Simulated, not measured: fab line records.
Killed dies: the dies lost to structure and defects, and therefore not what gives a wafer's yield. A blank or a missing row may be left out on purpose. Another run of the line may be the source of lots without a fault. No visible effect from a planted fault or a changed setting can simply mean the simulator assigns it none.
Code-filled problem report in 8D (eight disciplines) form    flow sky130    the parts of the form that need people (team, actions taken, sign-off) are left out

1. PROBLEM STATEMENT
Wafers without a fault read 150.00, standard deviation 0.049; beamEnergyKeV at SKY_PWDE_IMPLANT_08 reads a mean of 172.26 on 6 wafers belonging to 2 lots. That is +99 or more standard deviations from the usual mean.
First seen on wafer L234.3, day 5 15:55, on implanter-01. Wafers with a number at this step in the record: 18, from 6 lots. Rule for "out", or "out of limits": more than 4 standard deviations from the usual mean. Any other wafer with a number is counted as sound.

2. WHAT IT IS; WHAT IT IS NOT
question                     is                      is not
which readings at this step  beamEnergyKeV           -
which lots                   L234, L238              L230, L231, L246, L248
which wafers of those lots   all that have a number  -
read on which tools          implanter-01            implanter-03, implanter-04
when                         from day 5 15:55        up to then (6 sound wafers); but 6 sound wafers of L246, L248 came after

3. THE SUSPECTS, EACH WITH WHAT RULES IT OUT
Counting: a tool stays on the suspect list if, at a process step up to the reading, it processed all lots that are out and no sound lot following the first of them.
- implanter-01 at SKY_PWDE_IMPLANT_08: kept. Every lot that is out went through it, starting with L234 (day 5 15:55), and after that it ran no sound lot; the last sound lot it ran before then is L231 (day 4 23:31). Its own readings are out on those wafers: beamEnergyKeV.
Left after counting: implanter-01 at SKY_PWDE_IMPLANT_08.

4. THE CAUSE (what the simulator had put in)
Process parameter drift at SKY_PWDE_IMPLANT_08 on implanter-01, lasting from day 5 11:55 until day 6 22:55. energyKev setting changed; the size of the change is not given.
Counting left only this tool.

5. SEQUENCE OF EFFECTS, ordered by route
Rows list readings where the struck wafers' mean (over those with a number) sits beyond 3 standard deviations from the usual. Scope: only readings with a usual standard deviation given in the record; hours: median across lots of the time from each lot's start at the first step in this table that gives one to its start at this step; sigmas: change in usual standard deviations.
hours  step                 reading        usual   on struck wafers  change  sigmas
0      SKY_PWDE_IMPLANT_08  beamEnergyKeV  150.00  172.26            +22.26  +99 or more
Its process steps:
- SKY_PWDE_IMPLANT_08

6. WHAT WOULD HAVE CAUGHT IT SOONER
In this record no reading fell out of limits until day 5 15:55, 4 hours after the fault had begun at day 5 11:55.
